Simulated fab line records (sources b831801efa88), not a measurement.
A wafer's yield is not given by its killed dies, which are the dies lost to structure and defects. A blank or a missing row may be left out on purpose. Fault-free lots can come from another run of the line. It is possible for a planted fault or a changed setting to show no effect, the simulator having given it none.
Problem report, 8D (eight disciplines) form, completed by code | flow gf180mcu | the parts of the form that need people (team, actions taken, sign-off) are left out

## 1. THE PROBLEM
Mean of rf_fwd_power_W at GF_V5_CVD_02: 503.2 W across 4 wafers in 3 lots; on wafers with no fault it is 598.0 W (standard deviation 1.8). That is -53 standard deviations from the usual mean.
The step: deposits SiO2 from TEOS, target thk 1450 nm, time 163.28 s.
The first sign was on wafer L209.2 at day 29 12:56, on pecvd-04. The record has a number at this step for 36 wafers belonging to 12 lots. The rule behind "out" and "out of limits": a value lying over 4 standard deviations away from the usual mean. Any other wafer with a number is counted as sound.

## 2. WHAT IT IS, AND WHAT IT ISN'T
question                    | is                             | is not
which readings at this step | rf_fwd_power_W                 | heater_power_w
which lots                  | L209, L210, L212               | L199, L200, L207, L208, L211, L218, L220, L221, L222
which wafers of those lots  | L209.2, L210.3, L212.3, L212.5 | L209.1, L209.5, L210.2, L210.6, L212.4
read on which tools         | pecvd-04                       | pecvd-01, pecvd-03
when                        | from day 29 12:56              | up to then (11 sound wafers); but 21 sound wafers of L208, L210, L211, L212, L218, L220, L221, L222 came after

## 3. THE SUSPECTS, EACH WITH WHAT RULES IT OUT
Counting: any tool at a process step up to the reading remains a suspect provided it ran every lot that is out. Sound lots after the first of them don't rule it out here, since some wafers of a struck lot are sound.
- pecvd-04 at GF_V5_CVD_02 (deposits SiO2 from TEOS, target thk 1450 nm, time 163.28 s): kept. Ran every lot that is out, first one L209 (day 29 12:56); last sound lot up to then L207 (day 28 22:59). Its own rf_fwd_power_W readings are out on those wafers.
- At GF_V5_CVD_02, inside pecvd-04: chamber 2 took the wafers that are out, while their sound lot-mates went through chambers 0, 1.
Remaining after the count: pecvd-04 at GF_V5_CVD_02.

## 4. THE CAUSE (what the simulator had put in)
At GF_V5_CVD_02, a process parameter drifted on pecvd-04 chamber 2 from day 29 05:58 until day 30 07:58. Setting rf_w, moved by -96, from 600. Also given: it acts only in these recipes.
The count eliminated every tool but this one.

## 5. SEQUENCE OF EFFECTS, ordered by route
Each row: a reading where the mean over the struck wafers with a number is more than 3 standard deviations away from the usual. Only readings for which the record gives a usual standard deviation are gone through. hours: the time from each lot's start at the first step in this table that gives one to its start at this step, as a median over the lots. sigmas: the change in usual standard deviations.
hours | step              | reading        | usual   | on struck wafers | change | sigmas
0     | GF_V5_CVD_02      | rf_fwd_power_W | 598.0 W | 503.2            | -94.8  | -53
0     | GF_V5_THK_MEAS_03 | V5_CVD_02_THK  | 1457 nm | 1389             | -68    | -3.6
Process steps it contains:
- GF_V5_CVD_02: deposits SiO2 from TEOS, target thk 1450 nm, time 163.28 s.

## 6. HOW IT WOULD HAVE BEEN CAUGHT EARLIER
In this record the first reading out of limits was taken at day 29 12:56, 7 hours after the fault began at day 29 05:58.
